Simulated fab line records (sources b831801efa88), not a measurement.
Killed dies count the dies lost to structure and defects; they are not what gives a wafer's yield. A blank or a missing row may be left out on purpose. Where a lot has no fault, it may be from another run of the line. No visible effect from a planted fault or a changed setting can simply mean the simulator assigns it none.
A struck lot beside a sound one + flow gf180mcu + 44 steps out of a route of 602
Sound: wafers L507.1, L507.3, L507.5. Struck: wafer L512.3 (L512.2, L512.4, from the same lot, were not struck and are left out); the cause is given at the end.
At each step with rows: each side's tool, then ch and its chambers, then its first start. Under that, the readings that differ: sound wafers + struck wafers + difference of the means + sigmas: that difference in standard deviations of wafers without a fault.
alike: same words and numbers on both sides, and readings whose means sit less than 2 such deviations apart. not compared: any withheld reading, any reading some wafer has no value for, any bound like >300 that may hide the same value, and any number with overlapping values for which the record gives no deviation.
Wherever a step has rows on one side only, a row that says differs or no value, or a row with sigmas, the two part there. Non-overlapping numbers with no deviation appear without sigmas and do not part them. Lack of a reading on every wafer of one side parts them only where that side has two or more wafers.

first, 5 steps without rows for these wafers: GF_V4_STRIP_19 (strips in post etch residue remover, time 1200 s); GF_V4_CLEAN_20 (cleans in DIW); GF_V4_SPUTTER_21 (material Ti, target thk 15 nm, time 80.02 s); GF_V4_SPUTTER_22 (material TiN, target thk 10 nm, time 40 s); GF_V4_CVD_23 (deposits W, target thk 350 nm, time 104.9 s).
GF_V4_RS_MEAS_24: measurement is done with a four-point probe.
  sound on film-metro-03 at day 24 07:37; struck on film-metro-04 at day 26 15:55
  alike: V4_W_RS
GF_V4_THK_MEAS_25: measures by xrf.
  sound on film-metro-03 at day 24 07:44; struck on film-metro-04 at day 26 16:02
  alike: V4_W_THK
GF_V4_CMP_26: polishes, stops on SiO2, t overpolish 15 s, target thk 0 nm.
  sound on cmp-01 ch 2,3, day 24 07:52; struck on cmp-02 ch 0, day 26 16:05
  alike: motor-current-A, overpolish-run-s, time-to-endpoint-s
then, 4 steps without rows for these wafers: GF_MIM_SPUTTER_00 (material Ti, target thk 37.5 nm, time 150 s); GF_MIM_SPUTTER_01 (material TiN, target thk 30 nm, time 25 s); GF_MIM_SPUTTER_02 (material AlCu, target thk 450 nm, time 23.9 s); GF_MIM_SPUTTER_03 (material Ti, target thk 10 nm, time 6.7 s).
GF_MIM_SPUTTER_04: material TiN, target thk 50 nm, time 41.7 s.
  sound on pvd-sputter-03 at day 24 08:21; struck on pvd-sputter-03 at day 26 16:34
| reading                                 | sound                | struck | difference | sigmas      |
|-----------------------------------------|----------------------|--------|------------|-------------|
| chamber-pressure-pa (Pa)                | 0.3996 0.3996 0.4003 | 0.5086 | +0.1088    | +99 or more |
| throttle-valve-pct (%)                  | 26.8 31.9 27.0       | 25.9   | -2.7       | -2          |
| model.TiN_of_MIM_SPUTTER_04.thk-nm (nm) | 51.18 50.47 51.1     | 48.9   | -2.0       |             |
GF_MIM_CVD_05: deposits Si3N4, target thk 42 nm, time 29.086 s.
  sound on pecvd-01 ch 0,1,2, day 24 08:23; struck on pecvd-02 ch 0, day 26 16:36
| reading            | sound       | struck | difference | sigmas |
|--------------------|-------------|--------|------------|--------|
| heater-power-w (W) | 592 439 620 | 807    | +257       | +3     |
GF_MIM_THK_MEAS_06:
  sound on film-metro-02 at day 24 08:25; struck on film-metro-02 at day 26 16:38
  alike: MIM_CVD_05_THK
then, 1 step without rows for these wafers: GF_MIM_SPUTTER_07 (material TiN, target thk 60 nm, time 50 s).
GF_MIM_SPUTTER_08: material AlCu, target thk 200 nm, time 10.6 s.
  sound on pvd-sputter-01 at day 24 08:32; struck on pvd-sputter-01 at day 26 16:44
  alike: chamber-pressure-pa, throttle-valve-pct
then, 1 step without rows for these wafers: GF_MIM_SPUTTER_09 (material TiN, target thk 35 nm, time 29.2 s).
GF_MIM_RS_MEAS_10: measurement is done with a four-point probe.
  sound on film-metro-03 at day 24 08:35; struck on film-metro-04 at day 26 16:49
  alike: MIM_ALCU_RS
GF_MIM_THK_MEAS_11: measures by xrf.
  sound on film-metro-03 at day 24 08:42; struck on film-metro-04 at day 26 16:55
| reading           | sound             | struck | difference | sigmas |
|-------------------|-------------------|--------|------------|--------|
| MIM_ALCU_THK (nm) | 204.2 201.7 198.4 | 194.1  | -7.3       | -3     |
then, 7 steps without rows for these wafers: GF_MIM_DEHYDRATE_12 (time 60 s); GF_MIM_HMDS_13 (prime time 60 s); GF_MIM_COAT_14 (resist thk 1000 nm); GF_MIM_SOFTBAKE_15 (time 60 s); GF_MIM_EXPOSE_16 (exposes mask FuseTop, target cd 2000 nm); GF_MIM_PEB_17; GF_MIM_DEVELOP_18 (develop time 60 s).
GF_MIM_METAL_ETCH_19: etches the open film in Cl2/BCl3, stops on Si3N4, target depth 324.5 nm, time 54.1 s.
  sound on rie-metal-01 ch 0,1, day 25 06:22; struck on rie-metal-04 ch 0, day 27 12:39
| reading                     | sound          | struck | difference | sigmas |
|-----------------------------|----------------|--------|------------|--------|
| drypump-motor-current-A (A) | 5.66 5.71 5.65 | 5.04   | -0.63      | -3     |
  alike: oes-product-au, throttle-valve-pct
  not compared: rf-hours-counter-h
GF_MIM_STRIP_20: strips in O2/N2.
  sound on plasma-asher-03 ch 0,1, day 25 06:26; struck on plasma-asher-04 ch 1, day 27 12:46
  alike: drypump-motor-current-A, heater-power-w, oes-product-au, strip-time-to-endpoint-s
  not compared: rf-hours-counter-h
then, 9 steps without rows for these wafers: GF_MIM_STRIP_21 (strips in post etch residue remover, time 1200 s); GF_MIM_CLEAN_22 (cleans in DIW); GF_M5_DEHYDRATE_00 (time 60 s); GF_M5_HMDS_01 (prime time 60 s); GF_M5_COAT_02 (resist thk 1000 nm); GF_M5_SOFTBAKE_03 (time 60 s); GF_M5_EXPOSE_04 (exposes mask Metal5, target cd 280 nm); GF_M5_PEB_05 (peb time 90 s); GF_M5_DEVELOP_06 (develop time 60 s).
GF_M5_CD_MEAS_07: the cd target is 280 nm.
  sound on cd-sem-01 at day 26 04:26; struck on cd-sem-01 at day 28 08:26
  alike: cd-nm
GF_M5_OVL_MEAS_08:
  sound on overlay-02 at day 26 04:33; struck on overlay-02 at day 28 08:32
  alike: M5_OVL
then, 2 steps without rows for these wafers: GF_M5_ETCH_09 (etches Si3N4 in CF4/O2, target depth 52 nm, time 11.6 s); GF_M5_METAL_ETCH_10 (etches the open film in Cl2/BCl3, stops on SiO2, target depth 750.8 nm, time 125.1 s).
GF_V5_STRIP_19: strips in post etch residue remover, time 1200 s.
  sound on wet-bench-04 ch 3, day 27 02:59; struck on wet-bench-04 ch 3, day 29 06:08
| reading                                 | sound             | struck | difference | sigmas |
|-----------------------------------------|-------------------|--------|------------|--------|
| model.TiN_of_MIM_SPUTTER_04.thk-nm (nm) | 50.75 50.05 50.68 | 48.48  | -2.01      |        |
following that, these wafers have no rows for 1 step: GF_PASSIVATION_PROBE_99.

WHERE THEY PART
Earliest at GF_MIM_SPUTTER_04; latest, in this record, at GF_MIM_METAL_ETCH_19. Later steps at which nothing parts them and some readings are alike: GF_MIM_STRIP_20, GF_M5_CD_MEAS_07, GF_M5_OVL_MEAS_08.

WHY: whatever the simulator had introduced
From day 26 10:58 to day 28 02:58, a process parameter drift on pvd-sputter-03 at GF_MIM_SPUTTER_04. A move of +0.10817 in setting chamber-pressure-pa, from 0.4. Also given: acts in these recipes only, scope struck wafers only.
